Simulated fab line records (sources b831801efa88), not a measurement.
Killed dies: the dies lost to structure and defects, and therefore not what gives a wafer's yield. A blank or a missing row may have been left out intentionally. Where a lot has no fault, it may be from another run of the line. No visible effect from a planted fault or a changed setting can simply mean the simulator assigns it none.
A struck lot beside a sound one | flow sky130 | 14 out of 708 route steps
Sound: wafers L933.1, L933.4, L933.5. The struck wafers were L928.1, L928.2, L928.5. Last of all comes the cause.
Order at every step that has rows: each side's tool, ch and its chambers, its first start. Under that, the readings that differ: sound wafers | struck wafers | difference of the means | sigmas: that difference in standard deviations of wafers without a fault.
alike: words and numbers the same on both sides, and readings whose means are apart by under 2 such deviations; not compared: readings that were withheld, readings missing a value for some wafer, numbers with overlapping values and no deviation given by the record, and bounds like >300 which may hide the same value.
Wherever a step has rows on one side only, a row that says differs or no value, or a row with sigmas, the two part there. When numbers do not overlap yet have no deviation, they are printed without sigmas and do not part them. Lack of a reading on every wafer of one side parts them only where that side has two or more wafers.

first, 4 steps without rows for these wafers: SKY_DNWELL_EXPOSE_04 (exposes mask DNM, target cd 3000 nm); SKY_DNWELL_PEB_05; SKY_DNWELL_DEVELOP_06 (develop time 60 s); SKY_DNWELL_IMPLANT_07.
SKY_DNWELL_STRIP_08: strips in O2/N2.
  sound on plasma-asher-03 ch 1, day 7 08:13; struck on plasma-asher-03 ch 0,1, day 6 01:07
  alike: drypump-motor-current-A, oes-product-au, strip-time-to-endpoint-s
  not compared: rf-hours-counter-h
SKY_DNWELL_TW_MEAS_09:
  sound: film-metro-01 at day 7 08:19; struck: film-metro-04 at day 6 01:13
  alike: DNWELL_TW
then, 6 steps without rows for these wafers: SKY_PWDE_DEHYDRATE_00 (time 60 s); SKY_PWDE_HMDS_01 (prime time 60 s); SKY_PWDE_COAT_02 (resist thk 3000 nm); SKY_PWDE_SOFTBAKE_03; SKY_PWDE_EXPOSE_04 (exposes mask PWDEM, target cd 840 nm); SKY_PWDE_PEB_05.
SKY_PWDE_DEVELOP_06: develop time 60 s.
  sound on litho-track-01 ch 0, day 8 04:00; struck on litho-track-02, day 6 19:00
  no value came back on the struck wafers for chill-plate-temp-C (C), develop-time-s (s); on the sound wafers chill-plate-temp-C (C) reads 23.04 23.12 23.06
SKY_PWDE_OVL_MEAS_07:
  sound: overlay-02 at day 8 04:13; struck: overlay-01 at day 6 19:49
  reading       | sound       | struck | difference                    | sigmas
  PWDE_OVL (nm) | 3.2 0.6 2.5 | - - -  | no value on the struck wafers |

## WHERE THEY PART
First at SKY_PWDE_DEVELOP_06; last, within this record, at SKY_PWDE_OVL_MEAS_07.

WHY: what the simulator had put in
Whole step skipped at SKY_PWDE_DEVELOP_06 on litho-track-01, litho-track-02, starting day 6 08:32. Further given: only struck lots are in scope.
